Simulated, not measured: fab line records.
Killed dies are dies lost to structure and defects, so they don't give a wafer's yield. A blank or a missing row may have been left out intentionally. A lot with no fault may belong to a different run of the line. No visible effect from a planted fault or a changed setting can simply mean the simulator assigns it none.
One fault through the eyes of 2 desks || flow sky130 || each desk holds nothing but its own numbers, with what lay behind them at the end

## THE TOOL OWNER'S DESK: pvd-sputter-04
At SKY_METAL1_SPUTTER_04 (material TiN, target thk 70 nm, time 58.3 s) the tool's own readings: per lot run on this tool, the mean of the sampled wafers that have a number. If a lot's mean is further than 4 standard deviations from the usual mean, the lot is out of limits and carries the mark OUT (the distance appears in the brackets).
Columns: A = chamber-pressure-pa at SKY_METAL1_SPUTTER_04, usual 0.3999 Pa; B = throttle-valve-pct at SKY_METAL1_SPUTTER_04, usual 30.1 %
{"lot": "L551", "first seen here": "day 31 09:33", "A": 0.4004, "B": 29.3}
{"lot": "L555", "first seen here": "day 33 05:15", "A": 0.4003, "B": 30.2}
{"lot": "L556", "first seen here": "day 33 14:04", "A": 0.3997, "B": 29.9}
{"lot": "L559", "first seen here": "day 34 12:16", "A": "0.4476 (+61) OUT", "B": 27.7}
{"lot": "L560", "first seen here": "day 34 21:06", "A": "0.4466 (+60) OUT", "B": 28.3}
{"lot": "L571", "first seen here": "day 38 01:38", "A": 0.4002, "B": 29.9}
{"lot": "L573", "first seen here": "day 38 12:29", "A": 0.4000, "B": 29.1}
This desk finds L559, L560 out of limits, L559 being first, at day 34 12:16 (chamber-pressure-pa at SKY_METAL1_SPUTTER_04). In limits: L551, L555, L556, L571, L573.

## THE METROLOGY DESK
Means of the sampled wafers that have a number, per lot and without regard to the tool the lot ran on: this is what the gauges read. If a lot's mean is further than 4 standard deviations from the usual mean, the lot is out of limits and carries the mark OUT (the distance appears in the brackets).
Columns: A = CONTACT_OVL at SKY_CONTACT_OVL_MEAS_15, usual 0 nm; B = METAL1_ALCU_THK at SKY_METAL1_THK_MEAS_06, usual 253.3 nm
{"lot": "L551", "first seen here": "day 31 07:57", "A": -4, "B": 250.6}
{"lot": "L554", "first seen here": "day 32 13:45", "A": 1, "B": 254.7}
{"lot": "L555", "first seen here": "day 33 03:45", "A": 3, "B": 250.3}
{"lot": "L557", "first seen here": "day 33 09:22", "A": 0, "B": 249.4}
{"lot": "L556", "first seen here": "day 33 12:34", "A": 4, "B": 256.4}
{"lot": "L558", "first seen here": "day 33 21:19", "A": 1, "B": 255.5}
{"lot": "L559", "first seen here": "day 34 10:46", "A": 4, "B": 252.1}
{"lot": "L560", "first seen here": "day 34 19:36", "A": -4, "B": 250.0}
{"lot": "L568", "first seen here": "day 36 22:18", "A": -6, "B": 253.8}
{"lot": "L571", "first seen here": "day 37 23:57", "A": 2, "B": 257.1}
{"lot": "L572", "first seen here": "day 38 02:04", "A": 9, "B": 254.5}
{"lot": "L573", "first seen here": "day 38 11:00", "A": -3, "B": 256.9}
{"lot": "L574", "first seen here": "day 38 16:06", "A": -11, "B": 251.4}
This desk's finding: nothing out of limits on any of the 13 lots.

## ALL TOGETHER
The tool owner's desk had the chance to raise an alarm at day 34 12:16 on L559, L560.
At the metrology desk, nothing out of limits was observed.
The metrology desk has L559, L560 on record, within its limits.
On pvd-sputter-04, each named lot ran SKY_METAL1_SPUTTER_04.

## WHAT THE SIMULATOR PUT IN
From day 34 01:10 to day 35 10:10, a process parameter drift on pvd-sputter-04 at SKY_METAL1_SPUTTER_04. Setting chamber-pressure-pa, moved by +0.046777, from 0.4. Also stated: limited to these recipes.
Shown lots that were struck: L559, L560.
Time in hours from fault onset to the first out-of-limits reading at each desk: the tool owner's desk, 11.
